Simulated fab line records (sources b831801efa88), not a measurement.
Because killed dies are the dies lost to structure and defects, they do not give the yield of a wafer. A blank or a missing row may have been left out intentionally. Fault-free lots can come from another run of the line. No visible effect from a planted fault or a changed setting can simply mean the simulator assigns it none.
Shared-tool check	flow sky130	41 wafers sampled across 14 lots

## WHY IT WAS OPENED
Of 14 lots, 2 have the reading LDD_LDN_TW flagged at SKY_LDD_LDN_TW_MEAS_13. Wafers without a fault read 1479, standard deviation 9.9.
Rule: flag the lot when none of its wafers has a number, or when each of its wafers that has one lies beyond 4 standard deviations from that mean. All remaining lots are regarded as sound.

lot	measured	on	LDD_LDN_TW, wafer by wafer	flag
L167	day 23 18:55	film_metro-03	1486 1481 1493	
L169	day 24 15:55	film_metro-01	1482 1488 1485	
L170	day 25 04:01	film_metro-03	1485 1486 1476	
L171	day 25 15:13	film_metro-03	1485 1489 1477	
L175	day 27 00:53	film_metro-03	30 30 30	FLAGGED
L177	day 27 12:40	film_metro-02	30 30 30	FLAGGED
L178	day 27 14:12	film_metro-01	1485 1485 1483	
L179	day 27 20:44	film_metro-02	1477 1469 1478	
L180	day 28 12:06	film_metro-01	1484 1488 1489	
L182	day 29 00:46	film_metro-01	1482 1473	
L183	day 29 10:20	film_metro-01	1474 1484 1478	
L185	day 29 19:09	film_metro-02	1468 1460 1469	
L186	day 30 04:43	film_metro-03	1492 1481 1475	
L187	day 30 10:25	film_metro-02	1461 1471 1462	
Flagged lots average 30: -1449 relative to the usual, that is -99 or more standard deviations.

## WHICH TOOL EACH LOT WENT THROUGH
2 process steps preceding the reading are held in the record, out of 708 steps in the route. Every cell lists first the tool, next ch and the chambers used by the sampled wafers, and last the start.
lot	flag	SKY_LDD_HVP_STRIP_09	SKY_LDD_LDN_DEVELOP_06
L167		plasma_asher-03 ch 0, day 22 12:03	litho_track-03 ch 0, day 23 18:02
L169		plasma_asher-03 ch 0,1, day 23 09:33	litho_track-02 ch 0, day 24 15:02
L170		plasma_asher-02 ch 0,1, day 23 21:17	litho_track-03 ch 0, day 25 03:08
L171		plasma_asher-03 ch 0,1, day 24 09:33	litho_track-03 ch 0, day 25 14:20
L175	FLAGGED	plasma_asher-02 ch 0,1, day 25 19:14	litho_track-03 ch 0, day 27 00:01
L177	FLAGGED	plasma_asher-03 ch 0,1, day 26 06:54	litho_track-03 ch 0, day 27 11:47
L178		plasma_asher-02 ch 0,1, day 26 08:50	litho_track-02 ch 0, day 27 13:19
L179		plasma_asher-01 ch 0,1, day 26 15:12	litho_track-04 ch 0, day 27 19:51
L180		plasma_asher-03 ch 0,1, day 27 06:50	litho_track-02 ch 0, day 28 11:13
L182		plasma_asher-02 ch 0,1, day 27 19:38	litho_track-02 ch 0, day 28 23:55
L183		plasma_asher-02 ch 0,1, day 28 05:23	litho_track-02 ch 0, day 29 09:29
L185		plasma_asher-02 ch 0,1, day 28 14:33	litho_track-04 ch 0, day 29 18:15
L186		plasma_asher-02 ch 0,1, day 28 23:14	litho_track-02 ch 0, day 30 03:49
L187		plasma_asher-02 ch 0, day 29 05:36	litho_track-02 ch 0, day 30 09:32
What is done by these steps:
- SKY_LDD_HVP_STRIP_09: strips in O2/N2.
- SKY_LDD_LDN_DEVELOP_06: develop time 60 s.
- SKY_LDD_LDN_TW_MEAS_13

## FLAGGED AGAINST TOTAL, ONE TOOL AT A TIME (gauges that did the reading follow at the end)
step	tool	lots run	flagged	share of the flagged lots	sound lots run after its first flagged lot
SKY_LDD_HVP_STRIP_09	plasma_asher-01	1	0	none	-
SKY_LDD_HVP_STRIP_09	plasma_asher-02	8	1	some	6 (L178,L182,L183,L185,L186,L187)
SKY_LDD_HVP_STRIP_09	plasma_asher-03	5	1	some	1 (L180)
SKY_LDD_LDN_DEVELOP_06	litho_track-02	7	0	none	-
SKY_LDD_LDN_DEVELOP_06	litho_track-03	5	2	all	0
SKY_LDD_LDN_DEVELOP_06	litho_track-04	2	0	none	-
SKY_LDD_LDN_TW_MEAS_13	film_metro-01	5	0	none	-
SKY_LDD_LDN_TW_MEAS_13	film_metro-02	4	1	some	3 (L179,L185,L187)
SKY_LDD_LDN_TW_MEAS_13	film_metro-03	5	1	some	1 (L186)

## WHAT THE TABLE ALLOWS
1 row of the table ran every flagged lot: litho_track-03 at SKY_LDD_LDN_DEVELOP_06.
- litho_track-03 at SKY_LDD_LDN_DEVELOP_06: 2 of its 5 lots flagged. A fault beginning between L171 (day 25 14:20), its last sound lot, and L175 (day 27 00:01), its first flagged one, fits the data.
litho_track-03 at SKY_LDD_LDN_DEVELOP_06 is the single tool remaining.

## WHAT THE SIMULATOR HAD INSERTED
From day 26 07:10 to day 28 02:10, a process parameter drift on litho_track-03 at SKY_LDD_LDN_DEVELOP_06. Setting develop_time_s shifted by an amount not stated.
Lots struck among those shown: L175, L177. The same result came from the rule above.
